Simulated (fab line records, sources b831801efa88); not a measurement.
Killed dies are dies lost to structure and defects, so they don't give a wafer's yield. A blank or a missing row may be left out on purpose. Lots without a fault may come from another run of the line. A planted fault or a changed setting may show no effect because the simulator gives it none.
fab line records | flow sky130
record lots=5 wafers=15 last_day=49
route steps=708 shown VIA4@655 METAL5@661 PASSIVATION@681
lots that met no fault: from a run of the same line without faults
start_h: hours from the record's first day to the start of the lot's first wafer shown | wait_h: hours since the lot's step before | " the same as in the row above | L1.1+2: a row that stands for several wafers | - no value, or no start given | * or withheld: withheld | < > ~ a bound
route shown NAME@n: a module of which the file shows steps, and the number in the route of the first | usual: mean/standard deviation of fault-free wafers | same: alike in all rows | chamber/n: place in a boat | sites: the reading at each site | _std_site: their standard deviation | _edge_site: outer sites' mean less inner sites' | radius_mm: how far each site lies from the wafer's centre | mask NAME#n: copy n | behind: the tool/chamber that last shaped the wafer | hold: why the lot was held/for how many hours/how that ended | device: the transistor (n, p or np) that didn't switch | end of line: the same wafers' tests at the end of the route | a step without rows: its recipe alone | killed: dies lost to structure and defects at the first sort, not the wafer's yield | map: a wafer's dies, x killed, . not, _ none there
set.NAME: the setting as run; set.NAME@STEP: as run at that earlier step | model.NAME: the simulator's own value behind a step, which no gauge read
lots at some steps of the route; a table a step, a row a wafer
services: from which hour (start_h, from the record's first day; less than 0 if before it) a tool's chamber was out of use, for how many hours, and why
## steps
# step SKY_VIA4_CLEAN_16
# recipe chemistry=O3/DIW dry=n2_spin
# columns lot.wafer tool chamber start_h wait_h
L079.3+4+5 wet_bench-03 1 1036.14 0.0
L080.1+3+5 wet_bench-03 0 1041.15 0.0
L085.2+4+5 wet_bench-02 3 1080.11 0.0
L093.1+5+6 wet_bench-03 3 1124.31 0.0
L094.2+4+5 wet_bench-04 2 1130.07 0.0
# step SKY_VIA4_SPUTTER_17
# recipe material=TiN target_thk_nm=20 chamber_pressure_pa=5 power_w=4000 time_s=80
# usual throttle_valve_pct=30.5/1
# columns lot.wafer tool chamber start_h wait_h throttle_valve_pct
L079.3 pvd_sputter-03 - 1036.23 0.0 31.0
L079.4 " - " " 29.1
L079.5 " - " " 29.1
L080.1 pvd_sputter-04 - 1041.24 0.0 31.2
L080.3 " - " " 28.9
L080.5 " - " " 31.2
L085.2 pvd_sputter-01 - 1080.20 0.0 30.4
L085.4 " - " " 31.4
L085.5 " - " " 30.4
L093.1 pvd_sputter-03 - 1124.40 0.0 31.0
L093.5 " - " " 29.1
L093.6 " - " " 31.1
L094.2 pvd_sputter-03 - 1130.16 0.0 29.3
L094.4 " - " " 31.1
L094.5 " - " " 29.0
# step SKY_VIA4_CVD_18
# recipe material=W target_thk_nm=505 time_s=152.14 temp_c=400 pressure_torr=40
# usual heater_power_w=913/140 susceptor_temp_C=400.00/0.23
# columns lot.wafer tool chamber start_h wait_h heater_power_w susceptor_temp_C
L079.3 cvd_w-01 1 1036.34 0.1 1185 399.66
L079.4 " 0 " " 854 400.30
L079.5 " 1 " " 1147 400.13
L080.1 cvd_w-02 0 1041.30 0.0 929 399.98
L080.3 " 0 " " 951 399.73
L080.5 " 0 " " 939 400.09
L085.2 cvd_w-02 0 1080.26 0.0 946 400.27
L085.4 " 1 " " 744 400.01
L085.5 " 0 " " 972 400.48
L093.1 cvd_w-01 0 1124.46 0.0 834 399.80
L093.5 " 0 " " 860 400.01
L093.6 " 1 " " 1167 400.52
L094.2 cvd_w-02 1 1130.22 0.0 761 400.09
L094.4 " 0 " " 953 400.13
L094.5 " 1 " " 762 399.74
# step SKY_VIA4_RS_MEAS_19
# recipe thk_meas_gauge=four-point-probe reads=W_of_VIA4_CVD_18+TiN_of_VIA4_SPUTTER_17
# usual VIA4_W_RS=0.223/0.0058
# columns lot.wafer tool chamber start_h wait_h VIA4_W_RS[ohm/sq]
L079.3 film_metro-02 - 1036.48 0.1 0.229
L079.4 " - " " 0.228
L079.5 " - " " 0.230
L080.1 film_metro-03 - 1041.45 0.1 0.220
L080.3 " - " " 0.217
L080.5 " - " " 0.219
L085.2 film_metro-01 - 1080.43 0.1 0.216
L085.4 " - " " 0.223
L085.5 " - " " 0.216
L093.1 film_metro-03 - 1124.61 0.1 0.225
L093.5 " - " " 0.228
L093.6 " - " " 0.228
L094.2 film_metro-01 - 1130.39 0.1 0.224
L094.4 " - " " 0.214
L094.5 " - " " 0.220
# step SKY_VIA4_THK_MEAS_20
# recipe thk_meas_gauge=xrf reads=W_of_VIA4_CVD_18
# usual VIA4_W_THK=520/14
# columns lot.wafer tool chamber start_h wait_h VIA4_W_THK[nm]
L079.3 film_metro-02 - 1036.58 0.1 505
L079.4 " - " " 513
L079.5 " - " " 503
L080.1 film_metro-03 - 1041.57 0.1 525
L080.3 " - " " 530
L080.5 " - " " 525
L085.2 film_metro-01 - 1080.54 0.1 535
L085.4 " - " " 521
L085.5 " - " " 537
L093.1 film_metro-03 - 1124.73 0.1 508
L093.5 " - " " 506
L093.6 " - " " 505
L094.2 film_metro-01 - 1130.50 0.1 513
L094.4 " - " " 542
L094.5 " - " " 526
# step SKY_VIA4_CMP_21
# recipe stop_on=SiO2 t_overpolish_s=25 down_force_psi=3.5 platen_rpm=60 target_thk_nm=0 pad_velocity_m_s=0.94248
# usual motor_current_A=11.7/1.4 overpolish_run_s=25.000/0.0099 time_to_endpoint_s=123/4.4
# columns lot.wafer tool chamber start_h wait_h motor_current_A overpolish_run_s time_to_endpoint_s
L079.4 cmp-02 1 1036.62 0.0 11.7 25.008 121
L079.3 " 2 " " 13.2 24.992 120
L079.5 " 2 " " 13.0 24.998 119
L080.1 cmp-01 2 1041.63 0.1 13.5 25.001 124
L080.3 " 0 " " 10.1 25.006 127
L080.5 " 2 " " 12.7 24.995 125
L085.2 cmp-02 0 1080.59 0.0 11.2 24.998 128
L085.4 " 1 " " 11.8 25.009 120
L085.5 " 0 " " 10.8 24.982 128
L093.1 cmp-01 0 1124.94 0.2 10.0 25.009 124
L093.6 " 1 " " 10.6 25.001 121
L093.5 " 2 " " 13.1 24.995 120
L094.4 cmp-02 1 1130.60 0.1 11.5 25.014 132
L094.2 " 2 " " 13.6 24.999 134
L094.5 " 0 " " 10.4 25.003 128
# step SKY_METAL5_SPUTTER_00
# recipe material=Ti target_thk_nm=15 power_w=3000 time_s=10 chamber_pressure_pa=0.4
# usual throttle_valve_pct=30.7/1.1
# columns lot.wafer tool chamber start_h wait_h throttle_valve_pct
L079.3 pvd_sputter-02 - 1036.92 0.2 29.9
L079.4 " - " " 32.0
L079.5 " - " " 29.6
L080.1 pvd_sputter-02 - 1041.93 0.2 29.6
L080.3 " - " " 32.0
L080.5 " - " " 30.1
L085.2 pvd_sputter-02 - 1080.89 0.2 30.0
L085.4 " - " " 29.3
L085.5 " - " " 29.3
L093.1 pvd_sputter-02 - 1125.09 0.1 29.4
L093.5 " - " " 31.5
L093.6 " - " " 32.1
L094.2 pvd_sputter-01 - 1130.85 0.1 30.4
L094.4 " - " " 31.3
L094.5 " - " " 30.4
# step SKY_METAL5_SPUTTER_01
# recipe material=TiN target_thk_nm=20 power_w=6500 time_s=16.7 chamber_pressure_pa=0.4
# usual throttle_valve_pct=30.6/1.1
# columns lot.wafer tool chamber start_h wait_h throttle_valve_pct
L079.3 pvd_sputter-02 - 1036.95 0.0 30.1
L079.4 " - " " 31.9
L079.5 " - " " 29.3
L080.1 pvd_sputter-02 - 1041.96 0.0 29.6
L080.3 " - " " 32.2
L080.5 " - " " 30.2
L085.2 pvd_sputter-02 - 1080.92 0.0 30.0
L085.4 " - " " 29.5
L085.5 " - " " 29.6
L093.1 pvd_sputter-02 - 1125.12 0.0 29.7
L093.5 " - " " 31.6
L093.6 " - " " 32.0
L094.2 pvd_sputter-01 - 1130.88 0.0 30.5
L094.4 " - " " 31.4
L094.5 " - " " 30.4
# step SKY_METAL5_SPUTTER_02
# recipe material=AlCu target_thk_nm=1150 power_w=10600 time_s=61.2 chamber_pressure_pa=0.4
# usual throttle_valve_pct=30.7/1.1
# columns lot.wafer tool chamber start_h wait_h throttle_valve_pct
L079.3 pvd_sputter-02 - 1036.97 0.0 30.1
L079.4 " - " " 31.8
L079.5 " - " " 29.6
L080.1 pvd_sputter-02 - 1041.98 0.0 29.3
L080.3 " - " " 32.1
L080.5 " - " " 30.2
L085.2 pvd_sputter-02 - 1080.94 0.0 30.1
L085.4 " - " " 29.6
L085.5 " - " " 29.4
L093.1 pvd_sputter-02 - 1125.14 0.0 29.6
L093.5 " - " " 31.8
L093.6 " - " " 32.0
L094.2 pvd_sputter-01 - 1130.90 0.0 30.5
L094.4 " - " " 31.3
L094.5 " - " " 30.2
# step SKY_METAL5_SPUTTER_03
# recipe material=Ti target_thk_nm=5 power_w=3000 time_s=3.3 chamber_pressure_pa=0.4
# usual throttle_valve_pct=30.7/1.1
# columns lot.wafer tool chamber start_h wait_h throttle_valve_pct
L079.3 pvd_sputter-02 - 1037.02 0.0 30.1
L079.4 " - " " 32.1
L079.5 " - " " 29.7
L080.1 pvd_sputter-02 - 1042.03 0.0 29.4
L080.3 " - " " 31.9
L080.5 " - " " 30.1
L085.2 pvd_sputter-02 - 1080.99 0.0 30.0
L085.4 " - " " 29.3
L085.5 " - " " 29.2
L093.1 pvd_sputter-02 - 1125.19 0.0 29.6
L093.5 " - " " 31.7
L093.6 " - " " 32.1
L094.2 pvd_sputter-01 - 1130.95 0.0 30.1
L094.4 " - " " 31.5
L094.5 " - " " 30.5
# step SKY_METAL5_SPUTTER_04
# recipe material=TiN target_thk_nm=70 power_w=6500 time_s=58.3 chamber_pressure_pa=0.4
# usual throttle_valve_pct=30.7/1.1
# columns lot.wafer tool chamber start_h wait_h throttle_valve_pct
L079.3 pvd_sputter-02 - 1037.04 0.0 30.2
L079.4 " - " " 32.0
L079.5 " - " " 29.4
L080.1 pvd_sputter-02 - 1042.05 0.0 29.3
L080.3 " - " " 31.8
L080.5 " - " " 30.3
L085.2 pvd_sputter-02 - 1081.01 0.0 30.4
L085.4 " - " " 29.1
L085.5 " - " " 29.6
L093.1 pvd_sputter-02 - 1125.21 0.0 29.3
L093.5 " - " " 31.4
L093.6 " - " " 32.0
L094.2 pvd_sputter-01 - 1130.97 0.0 30.4
L094.4 " - " " 31.5
L094.5 " - " " 30.5
# step SKY_METAL5_RS_MEAS_05
# recipe thk_meas_gauge=four-point-probe reads=TiN_of_METAL5_SPUTTER_04+Ti_of_METAL5_SPUTTER_03+AlCu_of_METAL5_SPUTTER_02+TiN_of_METAL5_SPUTTER_01+Ti_of_METAL5_SPUTTER_00
# usual METAL5_ALCU_RS=0.02706/0.00026
# columns lot.wafer tool chamber start_h wait_h METAL5_ALCU_RS[ohm/sq]
L079.3 film_metro-04 - 1037.13 0.1 0.02716
L079.4 " - " " 0.0271
L079.5 " - " " 0.02731
L080.1 film_metro-04 - 1042.10 0.0 0.02739
L080.3 " - " " 0.02725
L080.5 " - " " 0.02714
L085.2 film_metro-01 - 1081.08 0.0 0.0269
L085.4 " - " " 0.02691
L085.5 " - " " 0.02663
L093.1 film_metro-01 - 1125.26 0.0 0.02761
L093.5 " - " " 0.02738
L093.6 " - " " 0.02734
L094.2 film_metro-01 - 1131.04 0.0 0.02734
L094.4 " - " " 0.02727
L094.5 " - " " 0.02727
# step SKY_METAL5_THK_MEAS_06
# recipe thk_meas_gauge=xrf reads=AlCu_of_METAL5_SPUTTER_02
# usual METAL5_ALCU_THK=1129/14
# columns lot.wafer tool chamber start_h wait_h METAL5_ALCU_THK[nm]
L079.3 film_metro-04 - 1037.23 0.1 1133
L079.4 " - " " 1137
L079.5 " - " " 1127
L080.1 film_metro-04 - 1042.22 0.1 1123
L080.3 " - " " 1126
L080.5 " - " " 1128
L085.2 film_metro-01 - 1081.19 0.1 1130
L085.4 " - " " 1127
L085.5 " - " " 1144
L093.1 film_metro-01 - 1125.38 0.1 1101
L093.5 " - " " 1113
L093.6 " - " " 1111
L094.2 film_metro-01 - 1131.15 0.1 1122
L094.4 " - " " 1124
L094.5 " - " " 1127
# step SKY_METAL5_DEHYDRATE_07
# recipe temp_c=200 time_s=60
# usual heater_power_total_W=160.37/0.13
# columns lot.wafer tool chamber start_h wait_h heater_power_total_W
L079.3 litho_track-04 0 1048.53 11.3 160.38
L079.4 " 0 " " 160.39
L079.5 " 0 " " 160.21
L080.1 litho_track-03 0 1052.63 10.4 160.14
L080.3 " 0 " " 160.52
L080.5 " 0 " " 160.14
L085.2 litho_track-01 0 1092.37 11.2 160.30
L085.4 " 0 " " 160.20
L085.5 " 0 " " 160.26
L093.1 litho_track-03 0 1134.78 9.4 160.31
L093.5 " 0 " " 160.48
L093.6 " 0 " " 160.57
L094.2 litho_track-01 0 1140.37 9.2 160.25
L094.4 " 0 " " 160.21
L094.5 " 0 " " 160.60
# step SKY_METAL5_HMDS_08
# recipe prime_time_s=60 prime_temp_c=120
# same prime_time_s=60
# columns lot.wafer tool chamber start_h wait_h
L079.3+4+5 litho_track-04 0 1048.68 0.1
L080.1+3+5 litho_track-03 0 1052.78 0.1
L085.2+4+5 litho_track-01 0 1092.52 0.1
L093.1+5+6 litho_track-03 0 1134.93 0.1
L094.2+4+5 litho_track-01 0 1140.52 0.1
# step SKY_METAL5_COAT_09
# recipe resist=NOVOLAK spin_rpm=3000 resist_thk_nm=1800
# columns lot.wafer tool chamber start_h wait_h
L079.3+4+5 litho_track-04 0 1048.83 0.1
L080.1+3+5 litho_track-03 0 1052.93 0.1
L085.2+4+5 litho_track-01 0 1092.67 0.1
L093.1+5+6 litho_track-03 0 1135.08 0.1
L094.2+4+5 litho_track-01 0 1140.67 0.1
# step SKY_METAL5_SOFTBAKE_10
# recipe temp_c=90 time_s=60 resist=NOVOLAK
# usual heater_power_total_W=56.59/0.047
# columns lot.wafer tool chamber start_h wait_h heater_power_total_W
L079.3 litho_track-04 0 1048.98 0.1 56.67
L079.4 " 0 " " 56.57
L079.5 " 0 " " 56.60
L080.1 litho_track-03 0 1053.08 0.1 56.57
L080.3 " 0 " " 56.60
L080.5 " 0 " " 56.62
L085.2 litho_track-01 0 1092.82 0.1 56.62
L085.4 " 0 " " 56.59
L085.5 " 0 " " 56.62
L093.1 litho_track-03 0 1135.23 0.1 56.57
L093.5 " 0 " " 56.60
L093.6 " 0 " " 56.59
L094.2 litho_track-01 0 1140.82 0.1 56.69
L094.4 " 0 " " 56.57
L094.5 " 0 " " 56.55
# step SKY_METAL5_EXPOSE_11
# recipe mask_id=MM5 na=0.6 source_shape=conventional sigma_outer=0.6 polarization=unpolarized target_cd_nm=1600 dose_mj=190
# usual stage_vel_mm_s=500.00/0.24
# same na=0.6
# columns lot.wafer tool chamber start_h wait_h mask stage_vel_mm_s
L079.3 iline_stepper-02 0 - - MM5#0 500.15
L079.4 " 0 " " MM5#0 500.10
L079.5 " 0 " " MM5#0 499.90
L080.1 iline_stepper-01 0 - - MM5#0 499.96
L080.3 " 0 " " MM5#0 500.16
L080.5 " 0 " " MM5#0 500.03
L085.2 iline_stepper-01 0 - - MM5#0 499.96
L085.4 " 0 " " MM5#0 500.11
L085.5 " 0 " " MM5#0 500.32
L093.1 iline_stepper-01 0 - - MM5#0 500.07
L093.5 " 0 " " MM5#0 500.22
L093.6 " 0 " " MM5#0 499.98
L094.2 iline_stepper-01 0 - - MM5#0 499.80
L094.4 " 0 " " MM5#0 500.07
L094.5 " 0 " " MM5#0 499.92
# step SKY_METAL5_PEB_12
# recipe temp_c=withheld time_s=* resist=NOVOLAK
# columns lot.wafer tool chamber start_h wait_h
L079.3+4+5 litho_track-03 0 - -
L080.1+3+5 litho_track-03 0 - -
L085.2+4+5 litho_track-01 0 - -
L093.1+5+6 litho_track-01 0 - -
L094.2+4+5 litho_track-01 0 - -
# step SKY_METAL5_DEVELOP_13
# recipe resist=NOVOLAK developer=TMAH develop_time_s=60 dev_temp_c=22.59
# columns lot.wafer tool chamber start_h wait_h
L079.3+4+5 litho_track-03 0 1058.83 0.1
L080.1+3+5 litho_track-03 0 1062.58 0.1
L085.2+4+5 litho_track-01 0 1102.42 0.1
L093.1+5+6 litho_track-01 0 1143.64 0.1
L094.2+4+5 litho_track-01 0 1148.97 0.1
# step SKY_METAL5_DESCUM_14
# recipe chemistry=O2 source_power_w=150 bias_power_w=0 pressure_mtorr=10 temp_c=40 time_s=11
# usual drypump_motor_current_A=5.8/0.4 oes_product_au=0.999/0.0087
# columns lot.wafer tool chamber start_h wait_h drypump_motor_current_A oes_product_au rf_hours_counter_h
L079.3 rie_metal-03 1 1058.94 0.1 5.4 1.003 -
L079.4 " 0 " " 5.9 1.008 -
L079.5 " 1 " " 5.4 1.002 -
L080.1 rie_metal-02 1 1062.73 0.1 6.0 0.999 25
L080.3 " 0 " " 5.1 1.009 -
L080.5 " 0 " " 5.1 1.009 -
L085.2 rie_metal-04 0 1102.54 0.1 6.3 0.999 10
L085.4 " 0 " " 6.3 1.004 -
L085.5 " 0 " " 6.3 0.991 -
L093.1 rie_metal-02 0 1143.79 0.1 5.1 1.006 9
L093.5 " 0 " " 5.1 1.007 -
L093.6 " 1 " " 6.0 0.996 -
L094.2 rie_metal-03 0 1149.09 0.1 6.0 1.014 16
L094.4 " 1 " " 5.4 0.998 -
L094.5 " 1 " " 5.4 0.998 -
# step SKY_METAL5_METAL_ETCH_15
# recipe target_depth_a=12600 stop_on=SiO2 over_etch_frac=0.2 time_s=252 chemistry=Cl2/BCl3 resist_sidewall_deg=86 pressure_mtorr=10 icp_w=900 bias_w=48.5 Cl2_flow_sccm=60 bcl3_flow_sccm=30
# usual bias_w=48.49/0.15 drypump_motor_current_A=5.8/0.4 oes_product_au=0.894/0.0052 throttle_valve_pct=22.263/0.0092
# columns lot.wafer tool chamber start_h wait_h bias_w drypump_motor_current_A oes_product_au rf_hours_counter_h throttle_valve_pct
L079.3 rie_metal-03 1 1059.04 0.1 48.65 5.4 0.887 - 22.263
L079.4 " 0 " " 48.48 6.0 0.888 - 22.267
L079.5 " 1 " " 48.50 5.4 0.892 - 22.266
L080.1 rie_metal-02 1 1062.77 0.0 48.63 6.0 0.893 25 22.277
L080.3 " 0 " " 48.43 5.1 0.893 - 22.264
L080.5 " 0 " " 48.42 5.1 0.895 - 22.265
L085.2 rie_metal-04 0 1102.57 0.0 48.28 6.3 0.895 10 22.268
L085.4 " 0 " " 48.36 6.3 0.905 - 22.250
L085.5 " 0 " " 48.35 6.3 0.895 - 22.247
L093.1 rie_metal-02 0 1143.83 0.0 48.63 5.1 0.889 9 22.245
L093.5 " 0 " " 48.67 5.1 0.891 - 22.271
L093.6 " 1 " " 48.50 6.0 0.892 - 22.284
L094.2 rie_metal-03 0 1149.13 0.0 48.41 6.0 0.899 16 22.281
L094.4 " 1 " " 48.84 5.4 0.899 - 22.266
L094.5 " 1 " " 48.79 5.4 0.887 - 22.261
# step SKY_METAL5_STRIP_16
# recipe chemistry=O2/N2 power_w=1400 pressure_mtorr=1500 platen_temp_c=withheld o2_flow_sccm=3000 n2_flow_sccm=300 overash_fraction=0.5
# usual drypump_motor_current_A=6.0/0.36 oes_product_au=0.711/0.0048 strip_time_to_endpoint_s=13.08/0.11
# columns lot.wafer tool chamber start_h wait_h drypump_motor_current_A oes_product_au rf_hours_counter_h strip_time_to_endpoint_s
L079.3 plasma_asher-04 1 1059.23 0.1 6.2 0.705 - 13.04
L079.4 " 0 " " 6.3 0.711 - 13.02
L079.5 " 0 " " 6.3 0.713 - 13.12
L080.1 plasma_asher-04 1 1063.00 0.2 6.2 0.714 62 13.11
L080.3 " 1 " " 6.2 0.712 - 12.97
L080.5 " 1 " " 6.2 0.714 - 13.08
L085.2 plasma_asher-03 1 1102.81 0.2 5.9 0.707 4 12.95
L085.4 " 0 " " 6.5 0.715 - 12.95
L085.5 " 0 " " 6.5 0.706 - 13.03
L093.1 plasma_asher-01 0 1144.06 0.2 5.4 0.713 37 13.01
L093.5 " 0 " " 5.4 0.708 - 12.93
L093.6 " 1 " " 5.9 0.716 - 13.03
L094.2 plasma_asher-03 1 1149.36 0.2 5.9 0.703 9 13.04
L094.4 " 0 " " 6.5 0.708 - 13.24
L094.5 " 1 " " 5.9 0.717 - 13.23
# step SKY_METAL5_STRIP_17
# recipe chemistry=post_etch_residue_remover time_s=1200 temp_c=72.5
# columns lot.wafer tool chamber start_h wait_h
L079.3+4+5 wet_bench-02 1 1059.30 0.0
L080.1+3+5 wet_bench-01 1 1063.10 0.1
L085.2+4+5 wet_bench-02 3 1102.91 0.1
L093.1+5+6 wet_bench-02 0 1144.16 0.1
L094.2+4+5 wet_bench-01 1 1149.46 0.1
# step SKY_METAL5_CLEAN_18
# recipe chemistry=IPA time_s=180 temp_c=25
# columns lot.wafer tool chamber start_h wait_h
L079.3+4+5 wet_bench-01 1 1059.64 0.0
L080.1+3+5 wet_bench-04 1 1063.44 0.0
L085.2+4+5 wet_bench-02 3 1103.25 0.0
L093.1+5+6 wet_bench-02 3 1144.57 0.0
L094.2+4+5 wet_bench-02 3 1149.83 0.0
# step SKY_METAL5_CLEAN_19
# recipe chemistry=O3/DIW dry=n2_spin
# columns lot.wafer tool chamber start_h wait_h
L079.3+4+5 wet_bench-02 1 1059.70 0.0
L080.1+3+5 wet_bench-02 1 1063.50 0.0
L085.2+4+5 wet_bench-02 2 1103.31 0.0
L093.1+5+6 wet_bench-02 0 1144.64 0.0
L094.2+4+5 wet_bench-01 2 1149.90 0.0
# step SKY_PASSIVATION_CVD_00
# recipe material=SiO2 target_thk_nm=90 temp_c=400 time_s=withheld rf_w=600
# usual heater_power_w=642/84 susceptor_temp_C=400.03/0.23
# columns lot.wafer tool chamber start_h wait_h heater_power_w susceptor_temp_C
L079.3 pecvd-02 1 1059.79 0.0 673 399.98
L079.4 " 1 " " 678 399.99
L079.5 " 0 " " 612 400.05
L080.1 pecvd-02 2 1063.59 0.0 602 400.27
L080.3 " 0 " " 654 400.09
L080.5 " 2 " " 604 400.30
L085.2 pecvd-03 1 1103.40 0.0 679 399.80
L085.4 " 0 " " 576 399.75
L085.5 " 1 " " 671 399.86
L093.1 pecvd-01 0 1144.75 0.0 667 399.72
L093.5 " 2 " " 804 399.78
L093.6 " 0 " " 688 400.00
L094.2 pecvd-02 0 1150.00 0.0 657 400.11
L094.4 " 2 " " 534 399.94
L094.5 " 0 " " 642 399.94
# step SKY_PASSIVATION_THK_MEAS_01
# recipe reads=SiO2_of_PASSIVATION_CVD_00
# usual PASSIVATION_CVD_00_THK=90.1/1.3
# columns lot.wafer tool chamber start_h wait_h PASSIVATION_CVD_00_THK[nm]
L079.3 film_metro-04 - 1059.83 - 91.0
L079.4 " - " " 91.1
L079.5 " - " " 91.0
L080.1 film_metro-04 - 1063.61 - 90.9
L080.3 " - " " 91.1
L080.5 " - " " 91.3
L085.2 film_metro-04 - 1103.45 - 89.1
L085.4 " - " " 90.0
L085.5 " - " " 90.7
L093.1 film_metro-04 - 1144.78 - 87.7
L093.5 " - " " 87.2
L093.6 " - " " 89.1
L094.2 film_metro-04 - 1150.04 - 89.3
L094.4 " - " " 91.4
L094.5 " - " " 90.5
# step SKY_PASSIVATION_CVD_02
# recipe material=Si3N4 target_thk_nm=540 temp_c=400 time_s=withheld rf_w=450
# usual heater_power_w=703/92 susceptor_temp_C=399.97/0.24
# columns lot.wafer tool chamber start_h wait_h heater_power_w susceptor_temp_C
L079.3 pecvd-03 1 1059.87 0.0 625 399.96
L079.4 " 0 " " 579 399.54
L079.5 " 1 " " 673 400.36
L080.1 pecvd-01 1 1063.67 0.1 706 400.10
L080.3 " 0 " " 800 399.99
L080.5 " 2 " " 892 399.90
L085.2 pecvd-01 2 1103.50 0.0 906 400.27
L085.4 " 0 " " 737 399.77
L085.5 " 0 " " 787 400.06
L093.1 pecvd-02 0 1144.84 0.1 667 400.23
L093.5 " 2 " " 642 400.16
L093.6 " 0 " " 695 399.89
L094.2 pecvd-03 0 1150.09 0.0 675 399.85
L094.4 " 0 " " 514 400.30
L094.5 " 2 " " 745 399.95
# step SKY_PASSIVATION_THK_MEAS_03
# recipe reads=Si3N4_of_PASSIVATION_CVD_02
# usual PASSIVATION_CVD_02_THK=542/5.6
# columns lot.wafer tool chamber start_h wait_h PASSIVATION_CVD_02_THK[nm]
L079.3 film_metro-02 - 1060.12 - 534
L079.4 " - " " 546
L079.5 " - " " 546
L080.1 film_metro-03 - 1063.90 - 542
L080.3 " - " " 546
L080.5 " - " " 549
L085.2 film_metro-02 - 1103.87 - 530
L085.4 " - " " 538
L085.5 " - " " 535
L093.1 film_metro-03 - 1145.18 - 542
L093.5 " - " " 547
L093.6 " - " " 546
L094.2 film_metro-04 - 1150.32 - 536
L094.4 " - " " 543
L094.5 " - " " 541
# step SKY_PASSIVATION_DEHYDRATE_04
# recipe temp_c=200 time_s=60
# usual heater_power_total_W=160.39/0.12
# columns lot.wafer tool chamber start_h wait_h heater_power_total_W
L079.3 litho_track-03 0 1070.73 10.6 160.41
L079.4 " 0 " " 160.37
L079.5 " 0 " " 160.26
L080.1 litho_track-04 0 1074.38 10.5 160.36
L080.3 " 0 " " 160.38
L080.5 " 0 " " 160.17
L085.2 litho_track-04 0 1112.85 9.0 160.44
L085.4 " 0 " " 160.36
L085.5 " 0 " " 160.51
L093.1 litho_track-04 0 1153.78 8.6 160.32
L093.5 " 0 " " 160.42
L093.6 " 0 " " 160.34
L094.2 litho_track-02 0 1159.48 9.1 160.33
L094.4 " 0 " " 160.53
L094.5 " 0 " " 160.41
# step SKY_PASSIVATION_HMDS_05
# recipe prime_time_s=60 prime_temp_c=120
# same prime_time_s=60
# columns lot.wafer tool chamber start_h wait_h
L079.3+4+5 litho_track-03 0 1070.88 0.1
L080.1+3+5 litho_track-04 0 1074.53 0.1
L085.2+4+5 litho_track-04 0 1113.00 0.1
L093.1+5+6 litho_track-04 0 1153.93 0.1
L094.2+4+5 litho_track-02 0 1159.63 0.1
# step SKY_PASSIVATION_COAT_06
# recipe spin_rpm=2000 resist_thk_nm=3000
# columns lot.wafer tool chamber start_h wait_h
L079.3+4+5 litho_track-03 0 1071.03 0.1
L080.1+3+5 litho_track-04 0 1074.68 0.1
L085.2+4+5 litho_track-04 0 1113.15 0.1
L093.1+5+6 litho_track-04 0 1154.08 0.1
L094.2+4+5 litho_track-02 0 1159.78 0.1
# step SKY_PASSIVATION_SOFTBAKE_07
# recipe temp_c=110 time_s=withheld
# usual heater_power_total_W=65.30/0.14
# columns lot.wafer tool chamber start_h wait_h heater_power_total_W
L079.3 litho_track-03 0 1071.20 0.1 65.51
L079.4 " 0 " " 65.25
L079.5 " 0 " " 65.22
L080.1 litho_track-04 0 1074.83 0.1 65.15
L080.3 " 0 " " 65.26
L080.5 " 0 " " 65.36
L085.2 litho_track-04 0 1113.31 0.1 65.16
L085.4 " 0 " " 65.38
L085.5 " 0 " " 65.20
L093.1 litho_track-04 0 1154.23 0.1 65.25
L093.5 " 0 " " 65.38
L093.6 " 0 " " 65.12
L094.2 litho_track-02 0 1159.94 0.1 65.23
L094.4 " 0 " " 65.28
L094.5 " 0 " " 65.39
# step SKY_PASSIVATION_EXPOSE_08
# recipe mask_id=NSM target_cd_nm=3000 na=0.57 dose_mj=260
# usual stage_vel_mm_s=499.99/0.22
# same na=0.57
# columns lot.wafer tool chamber start_h wait_h mask stage_vel_mm_s
L079.3 iline_stepper-01 0 - - NSM#0 500.33
L079.4 " 0 " " NSM#0 500.20
L079.5 " 0 " " NSM#0 500.11
L080.1 iline_stepper-02 0 - - NSM#0 500.29
L080.3 " 0 " " NSM#0 500.08
L080.5 " 0 " " NSM#0 500.00
L085.2 iline_stepper-01 0 - - NSM#0 499.77
L085.4 " 0 " " NSM#0 500.07
L085.5 " 0 " " NSM#0 500.23
L093.1 iline_stepper-01 0 - - NSM#0 500.45
L093.5 " 0 " " NSM#0 499.67
L093.6 " 0 " " NSM#0 500.16
L094.2 iline_stepper-01 0 - - NSM#0 499.72
L094.4 " 0 " " NSM#0 499.79
L094.5 " 0 " " NSM#0 499.88
# step SKY_PASSIVATION_PEB_09
# recipe temp_c=115 time_s=withheld
# usual heater_power_total_W=69.34/0.13
# columns lot.wafer tool chamber start_h wait_h heater_power_total_W
L079.3 litho_track-03 0 - - 69.36
L079.4 " 0 " " 69.47
L079.5 " 0 " " 69.29
L080.1 litho_track-04 0 - - 69.44
L080.3 " 0 " " 69.40
L080.5 " 0 " " 69.20
L085.2 litho_track-03 0 - - 69.35
L085.4 " 0 " " 69.50
L085.5 " 0 " " 69.20
L093.1 litho_track-02 0 - - 69.25
L093.5 " 0 " " 69.39
L093.6 " 0 " " 69.35
L094.2 litho_track-04 0 - - 69.22
L094.4 " 0 " " 69.34
L094.5 " 0 " " 69.23
# step SKY_PASSIVATION_DEVELOP_10
# recipe develop_time_s=60 dev_temp_c=23
# columns lot.wafer tool chamber start_h wait_h
L079.3+4+5 litho_track-03 0 - -
L080.1+3+5 litho_track-04 0 - -
L085.2+4+5 litho_track-03 0 - -
L093.1+5+6 litho_track-02 0 - -
L094.2+4+5 litho_track-04 0 - -
## services
# columns tool chamber start_h hours kind
cmp-02 - 1012.77 1.6 repair
rie_metal-04 - 1023.89 2.8 pm
iline_stepper-01 - 1038.50 1.7 pm
cmp-02 - 1042.36 1.5 repair
plasma_asher-03 - 1045.14 2.0 repair
plasma_asher-03 - 1055.25 9.0 pm
wet_bench-03 - 1058.92 1.3 repair
pvd_sputter-03 - 1059.42 3.0 repair
wet_bench-01 - 1065.98 5.9 repair
pecvd-03 2 1067.57 3.7 repair
rie_metal-02 0 1070.93 26.7 repair
rie_metal-04 1 1078.22 9.3 repair
cmp-02 - 1084.00 4.0 pm
pvd_sputter-02 - 1108.06 4.8 repair
cvd_w-02 1 1111.20 5.6 repair
pvd_sputter-03 - 1113.77 1.7 repair
pecvd-02 2 1121.64 18.7 repair
pecvd-01 - 1135.86 0.3 repair
iline_stepper-02 - 1137.29 1.7 pm
pecvd-03 - 1139.87 0.3 repair
rie_metal-03 1 1141.47 4.6 repair
pecvd-01 1 1142.44 5.0 repair
rie_metal-03 - 1143.83 2.8 pm
cmp-02 - 1151.65 1.5 repair
## key
fault none
